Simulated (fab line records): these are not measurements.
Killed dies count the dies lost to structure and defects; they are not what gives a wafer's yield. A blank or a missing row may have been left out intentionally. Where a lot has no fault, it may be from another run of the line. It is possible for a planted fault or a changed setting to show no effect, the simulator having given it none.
What tool caused it? + flow gf180mcu + Sampling: 13 lots, 39 wafers, 5 of 602 route steps

## WHAT THE GAUGES SHOWED, per wafer
GF_MIM_RS_MEAS_10: measurement is done with a four-point probe.
| lot  | measured     | on            | MIM_ALCU_RS (ohm/sq) |
|------|--------------|---------------|----------------------|
| L452 | day 24 15:35 | film_metro-04 | 0.1628 0.1631 0.1621 |
| L453 | day 25 06:10 | film_metro-04 | 0.1617 0.1616 0.1609 |
| L454 | day 25 06:48 | film_metro-03 | 0.1586 0.1634 0.1594 |
| L455 | day 26 00:02 | film_metro-03 | 0.1618 0.1616 0.1631 |
| L457 | day 26 05:25 | film_metro-04 | 0.1601 0.1606 0.1625 |
| L459 | day 27 00:43 | film_metro-04 | 0.1597 0.1624 0.1601 |
| L460 | day 27 01:14 | film_metro-04 | 0.1610 0.1652 0.1643 |
| L466 | day 29 01:32 | film_metro-04 | 0.1572 0.1579 0.1585 |
| L467 | day 29 09:26 | film_metro-03 | 0.1588 0.1588 0.1614 |
| L470 | day 30 05:32 | film_metro-04 | 0.1569 0.1566 0.1575 |
| L471 | day 30 11:50 | film_metro-02 | 0.1603 0.1589 0.1593 |
| L473 | day 30 19:22 | film_metro-04 | 0.1603 0.1618 0.1601 |
| L474 | day 31 03:28 | film_metro-04 | 0.1574 0.1584 0.1567 |

GF_TOP_METAL_OVL_MEAS_15.
| lot  | measured     | on         | TOP_METAL_OVL (nm) |
|------|--------------|------------|--------------------|
| L452 | day 28 05:38 | overlay-02 | -0.5 -1.8 -2.4     |
| L453 | day 28 19:02 | overlay-02 | 0.7 -0.7 -0.1      |
| L454 | day 28 20:17 | overlay-02 | -2.3 -1.0 -0.2     |
| L455 | day 29 11:21 | overlay-01 | -1.2 2.2 2.0       |
| L457 | day 29 16:44 | overlay-01 | -0.3 -1.1 0.9      |
| L459 | day 30 11:54 | overlay-02 | -0.6 2.0 1.3       |
| L460 | day 30 11:11 | overlay-02 | -0.7 0.8 0.7       |
| L466 | day 32 06:26 | overlay-01 | -2.4 -2.0 -2.4     |
| L467 | day 32 10:53 | overlay-02 | -0.8 -0.5 2.4      |
| L470 | day 33 04:40 | overlay-02 | 2.0 0.6 0.5        |
| L471 | day 33 10:32 | overlay-01 | -0.2 0.1 0.4       |
| L473 | day 33 17:31 | overlay-01 | 0.6 0.6 -0.7       |
| L474 | day 34 00:20 | overlay-02 | 0.9 -0.2 0.2       |

GF_PASSIVATION_THK_MEAS_03.
| lot  | measured     | on            | PASSIVATION_CVD_02_THK (nm) |
|------|--------------|---------------|-----------------------------|
| L452 | day 28 06:51 | film_metro-04 | 685 682 689                 |
| L453 | day 28 20:38 | film_metro-04 | 678 687 706                 |
| L454 | day 28 21:31 | film_metro-01 | 686 689 694                 |
| L455 | day 29 12:35 | film_metro-01 | 691 707 712                 |
| L457 | day 29 17:56 | film_metro-04 | 693 713 707                 |
| L459 | day 30 13:05 | film_metro-01 | 692 685 686                 |
| L460 | day 30 12:23 | film_metro-04 | 679 706 701                 |
| L466 | day 32 07:37 | film_metro-04 | 640 693 657                 |
| L467 | day 32 12:04 | film_metro-04 | 689 651 694                 |
| L470 | day 33 05:54 | film_metro-04 | 707 706 702                 |
| L471 | day 33 11:45 | film_metro-01 | 695 689 681                 |
| L473 | day 33 18:44 | film_metro-04 | 699 703 701                 |
| L474 | day 34 01:32 | film_metro-04 | 683 694 696                 |

## TOOL THAT RAN EACH LOT (tool first, then ch and the chambers of the sampled wafers, then the start)
| lot  | GF_V5_SPUTTER_22             | GF_PASSIVATION_CVD_02           |
|------|------------------------------|---------------------------------|
| L452 | pvd_sputter-03, day 27 08:44 | pecvd-01 ch 1,2, day 28 06:34   |
| L453 | pvd_sputter-03, day 27 22:00 | pecvd-01 ch 0,1,2, day 28 20:20 |
| L454 | pvd_sputter-02, day 27 23:20 | pecvd-03 ch 0,1,2, day 28 21:14 |
| L455 | pvd_sputter-02, day 28 15:35 | pecvd-01 ch 0,1,2, day 29 12:24 |
| L457 | pvd_sputter-04, day 28 20:50 | pecvd-03 ch 0,1, day 29 17:38   |
| L459 | pvd_sputter-02, day 29 15:22 | pecvd-01 ch 0,1,2, day 30 12:48 |
| L460 | pvd_sputter-03, day 29 14:59 | pecvd-02 ch 0,1,2, day 30 12:05 |
| L466 | pvd_sputter-02, day 31 12:13 | pecvd-03 ch 1,2, day 32 07:20   |
| L467 | pvd_sputter-03, day 31 17:40 | pecvd-03 ch 0,1,2, day 32 11:47 |
| L470 | pvd_sputter-04, day 32 12:02 | pecvd-02 ch 0,1,2, day 33 05:44 |
| L471 | pvd_sputter-02, day 32 17:53 | pecvd-01 ch 0,1,2, day 33 11:28 |
| L473 | pvd_sputter-04, day 33 01:07 | pecvd-02 ch 0,1,2, day 33 18:34 |
| L474 | pvd_sputter-04, day 33 07:59 | pecvd-02 ch 0,1,2, day 34 01:14 |
- GF_V5_SPUTTER_22: material TiN, target thk 10 nm, time 40 s.
- GF_PASSIVATION_CVD_02: deposits Si3N4, target thk 700 nm, time 486.18 s.

## WHAT THE TOOLS THEMSELVES READ (means of the sampled wafers that have a number; where no wafer has one, the mark that the record gives instead)
GF_V5_SPUTTER_22.
| lot  | tool           | throttle_valve_pct (%) |
|------|----------------|------------------------|
| L452 | pvd_sputter-03 | 30.0                   |
| L453 | pvd_sputter-03 | 29.7                   |
| L454 | pvd_sputter-02 | 30.0                   |
| L455 | pvd_sputter-02 | 30.2                   |
| L457 | pvd_sputter-04 | 28.9                   |
| L459 | pvd_sputter-02 | 29.5                   |
| L460 | pvd_sputter-03 | 29.7                   |
| L466 | pvd_sputter-02 | 30.1                   |
| L467 | pvd_sputter-03 | 29.8                   |
| L470 | pvd_sputter-04 | 29.8                   |
| L471 | pvd_sputter-02 | 29.9                   |
| L473 | pvd_sputter-04 | 29.8                   |
| L474 | pvd_sputter-04 | 29.3                   |

GF_PASSIVATION_CVD_02.
| lot  | tool     | heater_power_w (W) | rf_fwd_power_W (W) |
|------|----------|--------------------|--------------------|
| L452 | pecvd-01 | 817                | 448.9              |
| L453 | pecvd-01 | 866                | 449.1              |
| L454 | pecvd-03 | 704                | 449.3              |
| L455 | pecvd-01 | 728                | 449.1              |
| L457 | pecvd-03 | 729                | 448.8              |
| L459 | pecvd-01 | 850                | 448.8              |
| L460 | pecvd-02 | 710                | 448.4              |
| L466 | pecvd-03 | 633                | 401.1              |
| L467 | pecvd-03 | 675                | 424.7              |
| L470 | pecvd-02 | 703                | 448.9              |
| L471 | pecvd-01 | 802                | 448.9              |
| L473 | pecvd-02 | 701                | 450.1              |
| L474 | pecvd-02 | 715                | 446.2              |

## THE ANSWER, worked out from the rows above alone
Rule: usual is defined by the lots themselves. Put in order of their means at a reading, lots are off if they are a third of the lots or fewer, leave a main group of 4 or more, and stand apart from it by a gap of 3 or more times the standard deviation of the main group's means; of several such gaps the widest counts. If all means in a main group match to the digits the tables above print for the reading, that group is not used. Also off: a lot with no number at a reading for which 4 or more lots have one. Any other lot the step has rows for is counted as sound. First the gauges in route order, then the tools' own readings, where a lot's mean is used as printed above. At the first step where some lot is off, the reading lying furthest off is the one used; lots without a number count as furthest.
Off: L466, L467 (GF_PASSIVATION_CVD_02, rf_fwd_power_W). Main group: mean 448.8 W, sd 0.91.
A tool fits if, at that step or a process step before it, it ran every lot that is off, and no sound lot after the first of them. One fits: GF_PASSIVATION_CVD_02 on pecvd-03. A fault onset in the window from L457 (day 29 17:38, its last sound lot) to L466 (day 32 07:20, its first lot off) fits.
On the lots that are off, the tool's own readings at GF_PASSIVATION_CVD_02 differ by more than 5 times the standard deviation of the sound lots' means, which bears it out; rf_fwd_power_W reads 412.9 W there versus 448.8 W on the sound lots.

## WHAT THE SIMULATOR PUT IN
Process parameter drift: pecvd-03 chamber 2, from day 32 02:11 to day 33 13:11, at GF_PASSIVATION_CVD_02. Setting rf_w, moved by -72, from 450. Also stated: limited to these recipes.
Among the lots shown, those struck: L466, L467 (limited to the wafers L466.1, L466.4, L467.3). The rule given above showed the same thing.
